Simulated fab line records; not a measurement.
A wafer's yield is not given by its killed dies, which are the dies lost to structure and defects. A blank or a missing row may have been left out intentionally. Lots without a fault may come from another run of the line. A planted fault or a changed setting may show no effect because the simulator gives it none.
Comparing a struck lot with a sound one + flow sky130 + 16 out of 708 route steps
Sound: these wafers, L887.3, L887.5, L887.6. Struck: wafer L897.3 (left out: L897.2, a lot-mate that was not struck); the cause follows at the end.
At each step with rows: each side's tool, then ch and its chambers, then its first start. Under that, the readings that differ: sound wafers + struck wafers + difference of the means + sigmas: that difference in standard deviations of wafers without a fault.
alike: readings whose means differ by less than 2 such deviations, and words and numbers that are the same on both sides. not compared: withheld readings, readings that some wafer has no value for, bounds like >300 that may hide the same value, and numbers for which the record gives no deviation and whose values overlap.
A row with sigmas, a row that says differs or no value, or rows on one side alone: a step with any of these is where the two part. When numbers do not overlap yet have no deviation, they are printed without sigmas and do not part them. A reading that every wafer of one side lacks parts them only if that side has two wafers or more.

SKY_NWELL_RS_MEAS_29: a four-point-probe measurement.
  struck on film_metro-02, day 9 21:29; sound on film_metro-04, day 7 15:13
| reading           | sound             | struck | difference | sigmas |
|-------------------|-------------------|--------|------------|--------|
| NWELL_RS (ohm/sq) | 622.7 622.6 624.2 | 629.0  | +5.8       | +3     |
SKY_NWELL_RS_MEAS_31: a four-point-probe measurement.
  struck on film_metro-02, day 9 21:43; sound on film_metro-04, day 7 15:27
  alike: PWDE_RS
then, 7 steps without rows for these wafers: SKY_VT_ADJUST_HVTP_DEHYDRATE_00 (time 60 s); SKY_VT_ADJUST_HVTP_HMDS_01 (prime time 60 s); SKY_VT_ADJUST_HVTP_COAT_02 (resist thk 1140 nm); SKY_VT_ADJUST_HVTP_SOFTBAKE_03 (time 60 s); SKY_VT_ADJUST_HVTP_EXPOSE_04 (exposes mask HVTPM, target cd 380 nm); SKY_VT_ADJUST_HVTP_PEB_05; SKY_VT_ADJUST_HVTP_DEVELOP_06 (develop time 60 s).
SKY_VT_ADJUST_HVTP_CD_MEAS_07 targets a cd of 380 nm.
  struck on cd_sem-02, day 10 19:16; sound on cd_sem-01, day 8 10:29
  alike: cd_nm
SKY_VT_ADJUST_HVTP_OVL_MEAS_08:
  struck on overlay-02, day 10 19:23; sound on overlay-01, day 8 10:35
  alike: VT_ADJUST_HVTP_OVL
SKY_VT_ADJUST_HVTP_IMPLANT_09:
  sound on implanter-04 ch 0, day 8 10:40; struck on implanter-04 ch 0, day 10 19:26
SKY_VT_ADJUST_HVTP_STRIP_10: strips in O2/N2.
  sound on plasma_asher-02 ch 0,1, day 8 10:47; struck on plasma_asher-01 ch 0, day 10 19:34
| reading               | sound             | struck | difference | sigmas |
|-----------------------|-------------------|--------|------------|--------|
| oes_product_au (a.u.) | 0.715 0.726 0.721 | 0.709  | -0.012     | -3     |
  alike: drypump_motor_current_A, strip_time_to_endpoint_s
  not compared: rf_hours_counter_h
SKY_VT_ADJUST_HVTP_TW_MEAS_11:
  struck on film_metro-03, day 10 19:40; sound on film_metro-01, day 8 10:53
| reading           | sound          | struck | difference | sigmas |
|-------------------|----------------|--------|------------|--------|
| VT_ADJUST_HVTP_TW | 1355 1357 1362 | 1270   | -88        | -9     |
then, 1 step without rows for these wafers: SKY_VT_ADJUST_LVTN_DEHYDRATE_00 (time 60 s).
-- the record jumps here: 39 days lie between the struck wafers' starts before and after (it left off in module VT_ADJUST_LVTN and takes up again in module PAD_OPEN, whose first step shown is number 708 of the route) --
SKY_PAD_OPEN_PROBE_99:
  struck on prober-02, day 50 03:21; sound on prober-02, day 47 23:34
| reading                                     | sound               | struck | difference | sigmas |
|---------------------------------------------|---------------------|--------|------------|--------|
| killed_open                                 | 50 50 48            | 69     | +20        | +3     |
| model.etest.tip_p.rs_ohm_sq                 | 6788 6827 6812      | 6023   | -786       |        |
| model.etest.tip_p.rs_ohm_sq_range           | 150.8 188.5 164.4   | 880.6  | +712.7     |        |
| model.etest.tip_p.rs_ohm_sq_rim_less_centre | 88.54 -55.93 -5.378 | 263.6  | +254.5     |        |
| model.etest.pfet_01v8.r_on_ohm_um           | 2862 2839 2850      | 2546   | -304       |        |
| model.etest.pfet_01v8.drive_ua_um           | 193.8 197.8 197.8   | 240    | +44        |        |
| model.etest.pfet_01v8_mvt.drive_ua_um       | 153.7 155.9 155.4   | 199.5  | +44.5      |        |
| model.etest.pfet_01v8.drive_ua_um_range     | 7.212 3.899 7.391   | 46.46  | +40.29     |        |
| model.etest.pfet_01v8_hvt.drive_ua_um       | 145.2 147.3 147.1   | 173.6  | +27.1      |        |
  alike: killed_at_M0_to_M3, killed_at_M4_up, killed_at_contacts, killed_at_front_end, killed_at_other, killed_dies, killed_short

WHERE THEY PART
First at SKY_NWELL_RS_MEAS_29; last, within this record, at SKY_PAD_OPEN_PROBE_99.

WHY: what had been put in by the simulator
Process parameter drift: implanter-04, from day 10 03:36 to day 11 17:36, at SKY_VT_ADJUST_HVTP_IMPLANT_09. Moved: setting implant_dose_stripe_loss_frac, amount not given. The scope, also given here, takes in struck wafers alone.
